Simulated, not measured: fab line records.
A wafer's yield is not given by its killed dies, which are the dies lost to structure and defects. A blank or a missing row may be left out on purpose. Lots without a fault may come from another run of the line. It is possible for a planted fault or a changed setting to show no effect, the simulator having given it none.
fab line records	flow sky130
record: lots: 24	wafers: 72	last_day: 50
route steps=708 shown FIELD_ISO@26 DNWELL@43 NWELL@67 GATE_OXIDE@200 POLY_GATE@235
lots untouched by any fault: they come from a run of this same line in which no faults occurred
start_h: hours from the record's first day to the start of the lot's first wafer shown	wait_h: time in hours since the lot's previous step	" same as the row above	L1.1+2: several wafers, shown together as one row	- no value, or no start was given	* or withheld: withheld	< > ~ a bound
route shown NAME@n: names a module that has steps shown in the file, with the first one's number in the route	usual: mean/standard deviation of fault-free wafers	same: alike in all rows	chamber/n: place in a boat	sites: the reading at each site	_std_site: standard deviation across them	_edge_site: outer sites' mean less inner sites'	radius_mm: how far each site lies from the wafer's centre	mask NAME#n: copy n	behind: the tool/chamber that last shaped the wafer	hold: what put the lot on hold/how long, in hours/how the hold closed	device: which transistor (n, p or np) failed to switch	end of line: the tests these same wafers got at the end of their route	where a step has no rows: the recipe by itself	killed: at the first sort, the dies lost to defects and structure; wafer yield is something else	map: dies across one wafer; x = killed, . = not, _ = none there
set.NAME: the setting as run; set.NAME@STEP: as run at that earlier step	model.NAME: the simulator's own value behind a step, which no gauge read
one table for each step of the route and one row for each wafer, over a sample of lots
services: when a tool's chamber went out of use (start_h, in hours from the record's first day, below 0 if earlier), for how many hours, and the reason
== steps ==
step: SKY_FIELD_ISO_THK_MEAS_25
recipe: reads: SiO2_of_FIELD_ISO_CVD_24
usual: FIELD_ISO_CVD_24_THK: 593/5.6
lot.wafer	tool	chamber	start_h	wait_h	FIELD_ISO_CVD_24_THK[nm]
L074.1	film_metro-01	-	33.14	0.0	588
L074.3	"	-	"	"	592
L074.4	"	-	"	"	592
L075.4	film_metro-01	-	36.30	0.0	582
L075.5	"	-	"	"	593
L075.6	"	-	"	"	593
L076.3	film_metro-04	-	43.01	0.1	598
L076.5	"	-	"	"	591
L076.6	"	-	"	"	591
L077.1	film_metro-02	-	47.20	0.0	591
L077.5	"	-	"	"	590
L077.6	"	-	"	"	592
L078.2	film_metro-04	-	52.94	0.0	585
L078.3	"	-	"	"	593
L078.5	"	-	"	"	594
L079.1	film_metro-04	-	59.89	0.0	585
L079.2	"	-	"	"	586
L079.6	"	-	"	"	588
L080.1	film_metro-04	-	64.01	0.0	597
L080.3	"	-	"	"	586
L080.4	"	-	"	"	593
L081.1	film_metro-01	-	68.60	0.0	594
L081.3	"	-	"	"	590
L081.4	"	-	"	"	588
L082.3	film_metro-04	-	72.96	0.1	594
L082.5	"	-	"	"	591
L082.6	"	-	"	"	599
L083.2	film_metro-02	-	81.36	0.0	595
L083.3	"	-	"	"	585
L083.4	"	-	"	"	589
L084.2	film_metro-01	-	88.38	0.0	588
L084.4	"	-	"	"	588
L084.5	"	-	"	"	599
L085.2	film_metro-04	-	88.38	0.0	594
L085.3	"	-	"	"	594
L085.4	"	-	"	"	598
L086.2	film_metro-02	-	92.35	0.0	593
L086.4	"	-	"	"	590
L086.5	"	-	"	"	594
L087.1	film_metro-04	-	102.06	0.0	595
L087.3	"	-	"	"	593
L087.5	"	-	"	"	597
L088.3	film_metro-02	-	108.08	0.1	595
L088.4	"	-	"	"	596
L088.5	"	-	"	"	601
L089.1	film_metro-01	-	109.94	0.0	593
L089.2	"	-	"	"	594
L089.4	"	-	"	"	592
L090.2	film_metro-01	-	115.61	0.0	591
L090.3	"	-	"	"	588
L090.6	"	-	"	"	588
L091.1	film_metro-02	-	123.89	0.0	596
L091.4	"	-	"	"	598
L091.5	"	-	"	"	588
L092.3	film_metro-01	-	125.08	0.1	598
L092.4	"	-	"	"	599
L092.5	"	-	"	"	594
L093.1	film_metro-04	-	130.59	0.0	597
L093.2	"	-	"	"	595
L093.5	"	-	"	"	594
L094.1	film_metro-04	-	134.65	0.0	597
L094.5	"	-	"	"	588
L094.6	"	-	"	"	601
L095.1	film_metro-01	-	140.79	0.0	603
L095.3	"	-	"	"	610
L095.4	"	-	"	"	602
L096.1	film_metro-02	-	149.27	0.0	588
L096.2	"	-	"	"	577
L096.5	"	-	"	"	581
L097.2	film_metro-01	-	153.17	0.0	608
L097.4	"	-	"	"	596
L097.6	"	-	"	"	599
step: SKY_DNWELL_STRIP_08
recipe: chemistry: O2/N2	power_w: 1400	pressure_mtorr: 1500	platen_temp_c: withheld	o2_flow_sccm: 3000	n2_flow_sccm: 300	overash_fraction: 0.5
usual: drypump_motor_current_A: 5.9/0.35	oes_product_au: 0.723/0.0046	strip_time_to_endpoint_s: 36.69/0.11
lot.wafer	tool	chamber	start_h	wait_h	drypump_motor_current_A	oes_product_au	rf_hours_counter_h	strip_time_to_endpoint_s
L074.1	plasma_asher-02	0	54.10	0.1	5.6	0.723	25	36.92
L074.3	"	0	"	"	5.6	0.727	-	36.78
L074.4	"	1	"	"	5.7	0.721	-	36.78
L075.4	plasma_asher-02	1	58.07	0.1	5.8	0.718	-	36.74
L075.5	"	0	"	"	5.6	0.728	-	36.74
L075.6	"	1	"	"	5.8	0.717	-	36.68
L076.3	plasma_asher-03	0	66.33	0.1	5.7	0.720	-	36.62
L076.5	"	0	"	"	5.7	0.724	-	36.65
L076.6	"	1	"	"	5.5	0.719	-	36.63
L077.1	plasma_asher-03	1	68.59	0.1	5.5	0.718	39	36.50
L077.5	"	0	"	"	5.8	0.728	-	36.42
L077.6	"	1	"	"	5.5	0.723	-	36.50
L078.2	plasma_asher-03	0	75.30	0.1	5.8	0.722	40	36.66
L078.3	"	1	"	"	5.5	0.723	-	36.67
L078.5	"	1	"	"	5.5	0.726	-	36.54
L079.1	plasma_asher-04	0	80.70	0.1	6.5	0.723	37	36.58
L079.2	"	1	"	"	6.2	0.715	37	36.52
L079.6	"	1	"	"	6.2	0.719	-	36.39
L080.1	plasma_asher-03	1	84.64	0.1	5.5	0.734	41	36.63
L080.3	"	1	"	"	5.5	0.726	-	36.60
L080.4	"	0	"	"	5.8	0.728	-	36.63
L081.1	plasma_asher-03	0	91.32	0.1	5.8	0.729	42	36.59
L081.3	"	0	"	"	5.8	0.724	-	36.70
L081.4	"	1	"	"	5.5	0.721	-	36.67
L082.3	plasma_asher-04	1	99.38	0.1	6.2	0.725	-	36.79
L082.5	"	1	"	"	6.2	0.719	-	36.69
L082.6	"	0	"	"	6.5	0.730	-	36.87
L083.2	plasma_asher-04	0	111.53	0.1	6.5	0.718	40	36.72
L083.3	"	1	"	"	6.2	0.718	-	36.60
L083.4	"	0	"	"	6.5	0.722	-	36.71
L085.2	plasma_asher-02	1	111.80	0.1	5.8	0.733	30	36.67
L085.3	"	1	"	"	5.8	0.713	-	36.59
L085.4	"	0	"	"	5.6	0.714	-	36.53
L084.2	plasma_asher-02	0	112.78	0.1	5.6	0.718	30	36.70
L084.4	"	0	"	"	5.6	0.713	-	36.77
L084.5	"	0	"	"	5.6	0.721	-	36.68
L086.2	plasma_asher-02	1	115.95	0.1	5.8	0.730	31	36.76
L086.4	"	0	"	"	5.6	0.729	-	36.73
L086.5	"	1	"	"	5.8	0.721	-	36.76
L087.1	plasma_asher-04	1	126.44	0.1	6.2	0.716	42	36.58
L087.3	"	1	"	"	6.2	0.717	-	36.63
L087.5	"	1	"	"	6.2	0.719	-	36.60
L088.3	plasma_asher-03	1	131.17	0.1	5.5	0.724	-	36.83
L088.4	"	0	"	"	5.7	0.721	-	36.78
L088.5	"	0	"	"	5.7	0.723	-	36.84
L089.1	plasma_asher-04	0	132.98	0.1	6.5	0.719	42	36.70
L089.2	"	1	"	"	6.2	0.724	42	36.82
L089.4	"	1	"	"	6.2	0.728	-	36.77
L090.2	plasma_asher-02	1	139.09	0.1	5.8	0.721	33	36.71
L090.3	"	0	"	"	5.6	0.718	-	36.80
L090.6	"	1	"	"	5.8	0.725	-	36.84
L091.1	plasma_asher-02	1	150.19	0.1	5.8	0.720	34	36.76
L091.4	"	0	"	"	5.6	0.722	-	36.74
L091.5	"	1	"	"	5.8	0.725	-	36.62
L092.3	plasma_asher-04	0	151.37	0.1	6.5	0.717	-	36.54
L092.4	"	1	"	"	6.2	0.722	-	36.45
L092.5	"	1	"	"	6.2	0.730	-	36.55
L093.1	plasma_asher-03	1	154.90	0.1	5.5	0.729	4	36.84
L093.2	"	0	"	"	5.8	0.717	4	36.72
L093.5	"	0	"	"	5.7	0.723	-	36.79
L094.1	plasma_asher-04	0	161.43	0.1	6.5	0.728	45	36.79
L094.5	"	1	"	"	6.2	0.716	-	36.80
L094.6	"	0	"	"	6.4	0.718	-	36.68
L095.1	plasma_asher-03	1	166.68	0.1	5.5	0.727	5	36.58
L095.3	"	1	"	"	5.5	0.725	-	36.70
L095.4	"	0	"	"	5.8	0.722	-	36.70
L096.1	plasma_asher-04	0	174.10	0.1	6.4	0.717	46	36.75
L096.2	"	1	"	"	6.2	0.729	46	36.75
L096.5	"	0	"	"	6.5	0.723	-	36.80
L097.2	plasma_asher-03	1	179.29	0.1	5.5	0.723	6	36.86
L097.4	"	0	"	"	5.7	0.721	-	36.80
L097.6	"	0	"	"	5.7	0.723	-	36.81
step: SKY_NWELL_STRIP_14
recipe: chemistry: O2/N2	power_w: 1400	pressure_mtorr: 1500	platen_temp_c: withheld	o2_flow_sccm: 3000	n2_flow_sccm: 300	overash_fraction: 0.5
usual: drypump_motor_current_A: 5.8/0.59	oes_product_au: 0.723/0.0042	strip_time_to_endpoint_s: 36.68/0.087
lot.wafer	tool	chamber	start_h	wait_h	drypump_motor_current_A	oes_product_au	rf_hours_counter_h	strip_time_to_endpoint_s
L074.1	plasma_asher-01	1	87.45	0.1	6.3	0.722	41	36.60
L074.3	"	0	"	"	4.8	0.728	-	36.65
L074.4	"	1	"	"	6.2	0.726	-	36.60
L075.4	plasma_asher-04	0	91.21	0.1	6.5	0.720	-	36.57
L075.5	"	0	"	"	6.5	0.724	-	36.63
L075.6	"	1	"	"	6.2	0.727	-	36.60
L076.3	plasma_asher-04	0	100.56	0.1	6.5	0.728	-	36.74
L076.5	"	0	"	"	6.5	0.719	-	36.62
L076.6	"	1	"	"	6.2	0.728	-	36.74
L077.1	plasma_asher-03	0	102.25	0.1	5.7	0.728	43	36.75
L077.5	"	1	"	"	5.4	0.720	-	36.76
L077.6	"	0	"	"	5.7	0.719	-	36.80
L078.2	plasma_asher-04	0	110.32	0.1	6.5	0.724	40	36.51
L078.3	"	1	"	"	6.2	0.722	-	36.47
L078.5	"	1	"	"	6.2	0.719	-	36.55
L079.1	plasma_asher-01	1	114.77	0.1	6.2	0.723	44	36.77
L079.2	"	0	"	"	4.8	0.723	44	36.67
L079.6	"	1	"	"	6.3	0.725	-	36.80
L080.1	plasma_asher-03	1	121.02	0.1	5.5	0.719	0	36.64
L080.3	"	1	"	"	5.4	0.731	-	36.64
L080.4	"	0	"	"	5.8	0.719	-	36.68
L081.1	plasma_asher-04	1	128.12	0.1	6.2	0.725	42	36.66
L081.3	"	1	"	"	6.2	0.721	-	36.64
L081.4	"	0	"	"	6.5	0.719	-	36.64
L082.3	plasma_asher-04	0	136.51	0.1	6.4	0.729	-	36.67
L082.5	"	0	"	"	6.4	0.728	-	36.60
L082.6	"	1	"	"	6.2	0.719	-	36.62
L083.2	plasma_asher-01	0	149.79	0.1	4.8	0.717	48	36.66
L083.3	"	0	"	"	4.8	0.730	-	36.77
L083.4	"	1	"	"	6.2	0.719	-	36.72
L085.2	plasma_asher-03	1	150.17	0.1	5.5	0.723	3	36.82
L085.3	"	0	"	"	5.8	0.725	-	36.66
L085.4	"	1	"	"	5.4	0.725	-	36.74
L084.2	plasma_asher-01	0	150.87	0.1	4.8	0.722	48	36.69
L084.4	"	0	"	"	4.8	0.725	-	36.69
L084.5	"	1	"	"	6.2	0.720	-	36.63
L086.2	plasma_asher-03	1	153.30	0.1	5.4	0.726	4	36.68
L086.4	"	1	"	"	5.5	0.722	-	36.63
L086.5	"	1	"	"	5.5	0.725	-	36.85
L087.1	plasma_asher-01	0	164.92	0.1	4.8	0.724	49	36.76
L087.3	"	1	"	"	6.3	0.725	-	36.70
L087.5	"	0	"	"	4.8	0.720	-	36.64
L088.3	plasma_asher-04	0	171.68	0.1	6.5	0.719	-	36.79
L088.4	"	1	"	"	6.2	0.725	-	36.81
L088.5	"	0	"	"	6.5	0.718	-	36.74
L089.1	plasma_asher-03	0	172.95	0.1	5.8	0.721	5	36.50
L089.2	"	1	"	"	5.5	0.729	5	36.54
L089.4	"	1	"	"	5.5	0.723	-	36.55
L090.2	plasma_asher-01	0	179.15	0.1	4.8	0.730	50	36.69
L090.3	"	0	"	"	4.8	0.717	-	36.62
L090.6	"	0	"	"	4.8	0.722	-	36.65
L091.1	plasma_asher-01	0	192.34	0.1	4.8	0.715	52	36.51
L091.4	"	1	"	"	6.3	0.727	-	36.68
L091.5	"	0	"	"	4.8	0.728	-	36.80
L092.3	plasma_asher-01	0	193.42	0.1	4.8	0.724	-	36.65
L092.4	"	1	"	"	6.2	0.729	-	36.61
L092.5	"	1	"	"	6.2	0.723	-	36.57
L093.1	plasma_asher-03	1	196.84	0.1	5.5	0.720	8	36.66
L093.2	"	0	"	"	5.7	0.717	8	36.71
L093.5	"	0	"	"	5.8	0.723	-	36.67
L094.1	plasma_asher-04	1	203.75	0.1	6.2	0.717	49	36.72
L094.5	"	1	"	"	6.2	0.723	-	36.74
L094.6	"	0	"	"	6.5	0.714	-	36.59
L095.1	plasma_asher-04	1	208.70	0.1	6.2	0.715	50	36.73
L095.3	"	0	"	"	6.5	0.722	-	36.76
L095.4	"	1	"	"	6.2	0.725	-	36.73
L096.1	plasma_asher-03	1	217.14	0.1	5.5	0.720	10	36.79
L096.2	"	0	"	"	5.7	0.725	10	36.81
L096.5	"	0	"	"	5.8	0.722	-	36.75
L097.2	plasma_asher-01	0	222.57	0.1	4.8	0.716	55	36.68
L097.4	"	0	"	"	4.8	0.712	-	36.76
L097.6	"	0	"	"	4.8	0.719	-	36.70
step: SKY_NWELL_TW_MEAS_15
usual: NWELL_TW: 1812/19
lot.wafer	tool	chamber	start_h	wait_h	NWELL_TW
L074.1	film_metro-02	-	87.55	0.1	1804
L074.3	"	-	"	"	1804
L074.4	"	-	"	"	1805
L075.4	film_metro-01	-	91.30	0.1	1836
L075.5	"	-	"	"	1837
L075.6	"	-	"	"	1827
L076.3	film_metro-01	-	100.64	0.1	1832
L076.5	"	-	"	"	1842
L076.6	"	-	"	"	1822
L077.1	film_metro-03	-	102.35	0.1	1803
L077.5	"	-	"	"	1796
L077.6	"	-	"	"	1792
L078.2	film_metro-03	-	110.43	0.1	1791
L078.3	"	-	"	"	1787
L078.5	"	-	"	"	1793
L079.1	film_metro-01	-	114.87	0.1	1822
L079.2	"	-	"	"	1826
L079.6	"	-	"	"	1831
L080.1	film_metro-01	-	121.12	0.1	1833
L080.3	"	-	"	"	1821
L080.4	"	-	"	"	1833
L081.1	film_metro-01	-	128.22	0.1	1826
L081.3	"	-	"	"	1823
L081.4	"	-	"	"	1829
L082.3	film_metro-02	-	136.59	0.1	1787
L082.5	"	-	"	"	1799
L082.6	"	-	"	"	1791
L083.2	film_metro-02	-	149.90	0.1	1812
L083.3	"	-	"	"	1812
L083.4	"	-	"	"	1808
L085.2	film_metro-01	-	150.28	0.1	1839
L085.3	"	-	"	"	1839
L085.4	"	-	"	"	1848
L084.2	film_metro-01	-	150.98	0.1	1837
L084.4	"	-	"	"	1838
L084.5	"	-	"	"	1843
L086.2	film_metro-02	-	153.41	0.1	1808
L086.4	"	-	"	"	1801
L086.5	"	-	"	"	1800
L087.1	film_metro-01	-	165.02	0.1	1837
L087.3	"	-	"	"	1837
L087.5	"	-	"	"	1848
L088.3	film_metro-03	-	171.77	0.1	1799
L088.4	"	-	"	"	1800
L088.5	"	-	"	"	1798
L089.1	film_metro-02	-	173.05	0.1	1800
L089.2	"	-	"	"	1809
L089.4	"	-	"	"	1801
L090.2	film_metro-02	-	179.26	0.1	1810
L090.3	"	-	"	"	1819
L090.6	"	-	"	"	1818
L091.1	film_metro-03	-	192.44	0.1	1801
L091.4	"	-	"	"	1798
L091.5	"	-	"	"	1796
L092.3	film_metro-03	-	193.51	0.1	1805
L092.4	"	-	"	"	1803
L092.5	"	-	"	"	1802
L093.1	film_metro-03	-	196.94	0.1	1803
L093.2	"	-	"	"	1814
L093.5	"	-	"	"	1797
L094.1	film_metro-03	-	203.85	0.1	1802
L094.5	"	-	"	"	1812
L094.6	"	-	"	"	1806
L095.1	film_metro-01	-	208.80	0.1	1828
L095.3	"	-	"	"	1831
L095.4	"	-	"	"	1833
L096.1	film_metro-03	-	217.24	0.1	1783
L096.2	"	-	"	"	1773
L096.5	"	-	"	"	1772
L097.2	film_metro-03	-	222.68	0.1	1774
L097.4	"	-	"	"	1767
L097.6	"	-	"	"	1770
step: SKY_GATE_OXIDE_STRIP_13
recipe: chemistry: O2/N2	power_w: 1400	pressure_mtorr: 1500	platen_temp_c: withheld	o2_flow_sccm: 3000	n2_flow_sccm: 300	overash_fraction: 0.5
usual: drypump_motor_current_A: 5.9/0.51	oes_product_au: 0.716/0.0044	strip_time_to_endpoint_s: 14.19/0.039
lot.wafer	tool	chamber	start_h	wait_h	drypump_motor_current_A	oes_product_au	rf_hours_counter_h	strip_time_to_endpoint_s
L074.1	plasma_asher-01	0	305.60	0.0	4.8	0.720	63	14.15
L074.3	"	0	"	"	4.8	0.710	-	14.20
L074.4	"	1	"	"	6.2	0.723	-	14.15
L075.4	plasma_asher-04	1	315.88	0.0	6.2	0.718	-	14.21
L075.5	"	0	"	"	6.5	0.710	-	14.16
L075.6	"	1	"	"	6.2	0.715	-	14.16
L076.3	plasma_asher-04	1	329.33	0.0	6.2	0.719	-	14.21
L076.5	"	1	"	"	6.2	0.714	-	14.20
L076.6	"	0	"	"	6.5	0.722	-	14.20
L077.1	plasma_asher-02	1	331.83	0.0	5.8	0.717	49	14.20
L077.5	"	0	"	"	5.6	0.712	-	14.11
L077.6	"	1	"	"	5.8	0.715	-	14.14
L078.2	plasma_asher-02	0	341.90	0.0	5.6	0.715	49	14.23
L078.3	"	0	"	"	5.6	0.713	-	14.22
L078.5	"	1	"	"	5.8	0.710	-	14.28
L079.1	plasma_asher-02	1	348.87	0.0	5.8	0.720	50	14.21
L079.2	"	0	"	"	5.6	0.718	50	14.18
L079.6	"	0	"	"	5.6	0.721	-	14.19
L080.1	plasma_asher-02	1	352.24	0.0	5.8	0.712	50	14.23
L080.3	"	1	"	"	5.8	0.718	-	14.20
L080.4	"	0	"	"	5.6	0.714	-	14.22
L081.1	plasma_asher-04	0	367.57	0.0	6.5	0.709	66	14.18
L081.3	"	0	"	"	6.5	0.717	-	14.19
L081.4	"	1	"	"	6.2	0.714	-	14.20
L082.3	plasma_asher-04	0	379.86	0.0	6.4	0.718	-	14.13
L082.5	"	0	"	"	6.4	0.716	-	14.16
L082.6	"	1	"	"	6.2	0.713	-	14.14
L083.2	plasma_asher-01	1	396.35	0.0	6.2	0.712	72	14.22
L083.3	"	0	"	"	4.8	0.715	-	14.16
L083.4	"	1	"	"	6.2	0.718	-	14.27
L085.2	plasma_asher-04	1	399.69	0.0	6.2	0.712	70	14.16
L085.3	"	1	"	"	6.2	0.717	-	14.13
L085.4	"	0	"	"	6.4	0.709	-	14.15
L084.2	plasma_asher-01	0	402.84	0.0	4.8	0.718	73	14.23
L084.4	"	1	"	"	6.3	0.723	-	14.23
L084.5	"	1	"	"	6.3	0.715	-	14.23
L086.2	plasma_asher-04	1	403.15	0.0	6.2	0.717	70	14.23
L086.4	"	0	"	"	6.5	0.719	-	14.21
L086.5	"	1	"	"	6.2	0.719	-	14.21
L087.1	plasma_asher-04	1	421.22	0.0	6.2	0.712	72	14.20
L087.3	"	0	"	"	6.5	0.711	-	14.21
L087.5	"	0	"	"	6.5	0.708	-	14.22
L088.3	plasma_asher-01	0	430.82	0.0	4.8	0.718	-	14.14
L088.4	"	1	"	"	6.3	0.716	-	14.17
L088.5	"	0	"	"	4.8	0.707	-	14.19
L089.1	plasma_asher-04	1	447.10	0.0	6.2	0.723	2	14.22
L089.2	"	0	"	"	6.5	0.714	2	14.20
L089.4	"	1	"	"	6.2	0.711	-	14.20
L090.2	plasma_asher-02	1	448.70	0.0	5.8	0.716	58	14.18
L090.3	"	1	"	"	5.8	0.720	-	14.18
L090.6	"	0	"	"	5.6	0.725	-	14.20
L091.1	plasma_asher-02	0	461.55	0.0	5.6	0.707	60	14.22
L091.4	"	0	"	"	5.6	0.712	-	14.23
L091.5	"	0	"	"	5.6	0.710	-	14.15
L092.3	plasma_asher-02	1	464.67	0.0	5.7	0.713	-	14.14
L092.4	"	0	"	"	5.6	0.726	-	14.24
L092.5	"	0	"	"	5.6	0.717	-	14.17
L093.1	plasma_asher-01	1	466.95	0.0	6.2	0.707	79	14.13
L093.2	"	0	"	"	4.8	0.716	79	14.17
L093.5	"	1	"	"	6.2	0.716	-	14.21
L094.1	plasma_asher-02	0	476.44	0.0	5.6	0.710	61	14.13
L094.5	"	1	"	"	5.8	0.714	-	14.15
L094.6	"	0	"	"	5.6	0.718	-	14.09
L095.1	plasma_asher-02	1	479.97	0.0	5.8	0.721	62	14.20
L095.3	"	1	"	"	5.7	0.720	-	14.23
L095.4	"	0	"	"	5.6	0.723	-	14.21
L096.1	plasma_asher-01	0	494.99	0.0	4.8	0.709	81	14.13
L096.2	"	1	"	"	6.2	0.716	81	14.14
L096.5	"	0	"	"	4.8	0.715	-	14.16
L097.2	plasma_asher-02	1	505.30	0.0	5.8	0.722	65	14.24
L097.4	"	0	"	"	5.6	0.719	-	14.24
L097.6	"	0	"	"	5.6	0.718	-	14.20
step: SKY_POLY_GATE_THK_MEAS_21
recipe: reads: SiO2_of_POLY_GATE_OXIDATION_20
usual: POLY_GATE_OXIDATION_THK: 4.01/0.091
lot.wafer	tool	chamber	start_h	wait_h	POLY_GATE_OXIDATION_THK[nm]
L074.1	film_metro-04	-	370.60	0.0	3.93
L074.3	"	-	"	"	3.76
L074.4	"	-	"	"	3.88
L075.4	film_metro-04	-	377.63	0.0	3.93
L075.5	"	-	"	"	3.97
L075.6	"	-	"	"	3.95
L076.3	film_metro-03	-	391.71	0.0	3.90
L076.5	"	-	"	"	3.99
L076.6	"	-	"	"	3.89
L077.1	film_metro-02	-	395.82	0.0	4.00
L077.5	"	-	"	"	3.96
L077.6	"	-	"	"	4.01
L079.1	film_metro-04	-	421.50	0.0	4.25
L079.2	"	-	"	"	4.22
L079.6	"	-	"	"	4.21
L078.2	film_metro-03	-	421.51	0.0	4.07
L078.3	"	-	"	"	4.04
L078.5	"	-	"	"	4.13
L080.1	film_metro-04	-	427.40	0.0	4.06
L080.3	"	-	"	"	4.16
L080.4	"	-	"	"	4.09
L081.1	film_metro-04	-	437.26	0.0	4.05
L081.3	"	-	"	"	4.03
L081.4	"	-	"	"	3.99
L082.3	film_metro-03	-	446.24	0.0	4.08
L082.5	"	-	"	"	4.08
L082.6	"	-	"	"	4.06
L083.2	film_metro-03	-	465.87	0.0	4.00
L083.3	"	-	"	"	4.02
L083.4	"	-	"	"	4.07
L085.2	film_metro-02	-	468.85	0.0	3.94
L085.3	"	-	"	"	3.90
L085.4	"	-	"	"	3.95
L084.2	film_metro-02	-	471.60	0.0	3.83
L084.4	"	-	"	"	3.92
L084.5	"	-	"	"	3.89
L086.2	film_metro-04	-	474.43	0.0	4.03
L086.4	"	-	"	"	3.99
L086.5	"	-	"	"	3.98
L087.1	film_metro-03	-	489.87	0.0	3.99
L087.3	"	-	"	"	4.02
L087.5	"	-	"	"	3.91
L088.3	film_metro-04	-	499.96	0.0	4.02
L088.4	"	-	"	"	3.96
L088.5	"	-	"	"	4.01
L089.1	film_metro-02	-	513.92	0.0	4.00
L089.2	"	-	"	"	3.95
L089.4	"	-	"	"	4.06
L090.2	film_metro-02	-	516.43	0.0	3.87
L090.3	"	-	"	"	4.01
L090.6	"	-	"	"	3.95
L091.1	film_metro-04	-	528.28	0.0	4.06
L091.4	"	-	"	"	3.85
L091.5	"	-	"	"	3.93
L092.3	film_metro-03	-	533.80	0.0	4.12
L092.4	"	-	"	"	4.15
L092.5	"	-	"	"	4.07
L093.1	film_metro-03	-	538.01	0.0	4.00
L093.2	"	-	"	"	3.98
L093.5	"	-	"	"	3.96
L094.1	film_metro-02	-	543.73	0.0	4.08
L094.5	"	-	"	"	4.12
L094.6	"	-	"	"	4.14
L095.1	film_metro-03	-	547.23	0.0	4.04
L095.3	"	-	"	"	3.96
L095.4	"	-	"	"	4.04
L096.1	film_metro-04	-	561.73	0.0	4.04
L096.2	"	-	"	"	4.10
L096.5	"	-	"	"	4.02
L097.2	film_metro-03	-	576.86	0.0	3.99
L097.4	"	-	"	"	3.82
L097.6	"	-	"	"	3.93
== services ==
tool	chamber	start_h	hours	kind
plasma_asher-03	-	108.75	9.0	pm
plasma_asher-03	0	108.75	9.0	vent_cycle
plasma_asher-03	1	108.75	9.0	vent_cycle
plasma_asher-03	0	117.75	-	clean
plasma_asher-03	1	117.75	-	clean
plasma_asher-02	-	301.22	18.8	pm
plasma_asher-02	-	320.17	10.7	repair
plasma_asher-01	-	330.57	2.8	pm
plasma_asher-02	-	397.05	15.6	pm
plasma_asher-02	-	412.65	2.8	pm
plasma_asher-04	-	421.32	9.0	pm
plasma_asher-04	0	421.32	9.0	vent_cycle
plasma_asher-04	1	421.32	9.0	vent_cycle
plasma_asher-04	0	430.32	-	clean
plasma_asher-04	1	430.32	-	clean
plasma_asher-01	-	434.31	0.7	repair
plasma_asher-01	-	468.53	15.6	pm
== key ==
fault none
